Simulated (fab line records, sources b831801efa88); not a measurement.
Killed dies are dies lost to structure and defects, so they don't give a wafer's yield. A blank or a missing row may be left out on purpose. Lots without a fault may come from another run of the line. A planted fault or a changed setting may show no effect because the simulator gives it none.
One fault seen from 2 desks | flow gf180mcu | each desk has only its own numbers; what lay behind them comes last

THE TOOL OWNER'S DESK: rie_diel-03
The tool's own readings at GF_V3_ETCH_16 (etches BARC in N2/H2): means of the sampled wafers that have a number, for each lot that ran on this tool. A lot is out of limits, marked OUT, if its mean lies more than 4 standard deviations from the usual mean; the brackets give that distance.
Columns: A = bias_w at GF_V3_ETCH_16, usual 100.0 W; B = chamber_pressure_mTorr at GF_V3_ETCH_16, usual 29.997 mTorr; C = drypump_motor_current_A at GF_V3_ETCH_16, usual 5.7 A; D = oes_product_au at GF_V3_ETCH_16, usual 0.856 a.u.; E = rf_fwd_power_W at GF_V3_ETCH_16, usual 495.2 W; F = throttle_valve_pct at GF_V3_ETCH_16, usual 13.224 %
lot  | first seen here | A     | B      | C   | D     | E               | F
L543 | day 25 19:37    | 100.1 | 29.985 | 6.0 | 0.852 | 495.1           | 13.224
L544 | day 25 22:44    | 100.1 | 29.999 | 5.8 | 0.856 | 496.6           | 13.222
L545 | day 26 06:32    | 100.0 | 29.978 | 5.8 | 0.857 | 414.9 (-40) OUT | 13.230
L549 | day 27 10:20    | 100.0 | 29.998 | 5.7 | 0.855 | 415.0 (-40) OUT | 13.225
This desk's finding: out of limits on L545, L549; first on L545, day 26 06:32 (rf_fwd_power_W at GF_V3_ETCH_16). In limits: L543, L544.

THE METROLOGY DESK
What the gauges read, lot by lot, whatever tool the lot ran on: means of the sampled wafers that have a number. A lot is out of limits, marked OUT, if its mean lies more than 4 standard deviations from the usual mean; the brackets give that distance.
Columns: A = cd_nm at GF_V3_CD_MEAS_14, usual 259.7 nm
lot  | first seen here | A
L534 | day 22 08:08    | 261.9
L535 | day 22 16:46    | 259.6
L538 | day 23 18:56    | 260.7
L540 | day 24 18:08    | 260.1
L542 | day 25 06:05    | 259.5
L543 | day 25 19:29    | 261.2
L544 | day 25 22:35    | 258.2
L545 | day 26 06:25    | 258.9
L549 | day 27 10:11    | 259.2
L552 | day 28 03:16    | 261.4
L555 | day 28 22:20    | 258.5
L556 | day 29 06:31    | 259.1
L557 | day 29 08:37    | 258.8
This desk's finding: nothing out of limits on any of the 13 lots.

PUT TOGETHER
The tool owner's desk could have raised an alarm at day 26 06:32, on L545, L549.
The metrology desk saw nothing out of limits.
The metrology desk has L545, L549 on record, within its limits.
Of the lots named, all ran GF_V3_ETCH_16 on rie_diel-03.

WHAT THE SIMULATOR HAD PUT IN
Process parameter drift: rie_diel-03, from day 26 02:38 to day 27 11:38, at GF_V3_ETCH_16. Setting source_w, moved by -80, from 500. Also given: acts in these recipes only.
Lots struck among those shown: L545, L549.
Hours from the fault's start to each desk's first reading out of limits: the tool owner's desk, 4.
